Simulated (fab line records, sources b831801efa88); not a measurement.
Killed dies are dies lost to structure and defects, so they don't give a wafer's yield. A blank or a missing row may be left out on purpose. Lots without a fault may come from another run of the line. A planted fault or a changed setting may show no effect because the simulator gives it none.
Problem report in the 8D (eight disciplines) form, filled by code | flow sky130 | the parts of the form that need people (team, actions taken, sign-off) are left out

1. THE PROBLEM
VIA1_HDPCVD_THK at SKY_VIA1_THK_MEAS_01 reads a mean of 892 nm on 3 wafers of 3 lots; wafers without a fault read 1030 nm with a standard deviation of 12. That is -12 standard deviations from the usual mean.
First seen on wafer L283.6, day 35 10:06, on film_metro-03. The record holds 45 wafers of 15 lots with a number at this step. Rule for "out", or "out of limits": more than 4 standard deviations from the usual mean. The other wafers with a number count as sound.

2. WHAT IT IS AND WHAT IT IS NOT
question                    | is                           | is not
which readings at this step | VIA1_HDPCVD_THK              | -
which lots                  | L283, L287, L290             | L277, L278, L279, L280, L281, L282, L284, L291, L292, L294, L295, L297
which wafers of those lots  | L283.6, L287.4, L290.2       | L283.2, L283.4, L287.5, L287.6, L290.3, L290.4
read on which gauges        | film_metro-02, film_metro-03 | film_metro-04
when                        | from day 35 10:06            | up to then (20 sound wafers); but 22 sound wafers of L284, L287, L290, L291, L292, L294, L295, L297 came after

3. SUSPECTS, AND WHAT RULES EACH OUT
Counting: a tool at a process step up to the reading stays a suspect if it ran every lot that is out. Sound lots after the first of them don't rule it out here, since some wafers of a struck lot are sound.
- the gauge at SKY_VIA1_THK_MEAS_01: ruled out. The wafers that are out were read on 2 gauges (film_metro-02, film_metro-03).
- pvd_sputter-01 at SKY_METAL1_SPUTTER_04 (material TiN, target thk 70 nm, time 58.3 s): kept. It ran every lot that is out, first L283 (day 34 06:31); its last sound lot up to then is L280 (day 33 10:24).
- hdpcvd-02 at SKY_VIA1_HDPCVD_00 (deposits SiO2, target thk 1030 nm, time 171.7 s): kept. It ran every lot that is out, first L283 (day 35 09:59); its last sound lot up to then is L281 (day 35 01:33).
Left after counting: pvd_sputter-01 at SKY_METAL1_SPUTTER_04, hdpcvd-02 at SKY_VIA1_HDPCVD_00.

4. THE CAUSE (what the simulator had put in)
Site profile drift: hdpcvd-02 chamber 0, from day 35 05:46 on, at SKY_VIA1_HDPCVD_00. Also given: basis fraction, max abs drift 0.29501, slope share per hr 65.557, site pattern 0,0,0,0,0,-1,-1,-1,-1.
Counting left 2 suspects, and this tool is among them.

5. THE CHAIN OF EFFECTS, in route order
Each row: a reading whose mean over the struck wafers that have a number lies more than 3 standard deviations from the usual. Only readings for which the record gives a usual standard deviation are gone through. hours: the time from each lot's start at the first step in this table that gives one to its start at this step, as a median over the lots. sigmas: the change in usual standard deviations.
hours | step                 | reading         | usual      | on struck wafers | change | sigmas
0     | SKY_VIA1_THK_MEAS_01 | VIA1_HDPCVD_THK | 1030 nm    | 892              | -138   | -12
26    | SKY_VIA1_ETCH_15     | oes_product_au  | 0.981 a.u. | 0.744            | -0.237 | -42
The process steps in it:
- SKY_VIA1_ETCH_15: etches SiO2 in C4F8/O2/Ar, stops on TiN, target depth 351 nm, time 54 s.
Later measuring or inspecting steps at which every struck wafer that the step has a row for has a number for every such reading, and none has moved that far: SKY_VIA1_CD_MEAS_12.

6. WHAT WOULD HAVE CAUGHT IT SOONER
In this record the first reading out of limits at a measuring or inspecting step was taken at day 35 10:06, 4 hours after the fault began at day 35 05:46.
Of the lots that are out (3), L287, L290 began SKY_VIA1_HDPCVD_00 on hdpcvd-02 after day 35 10:06. A hold on the tool at that time would have spared those 2.
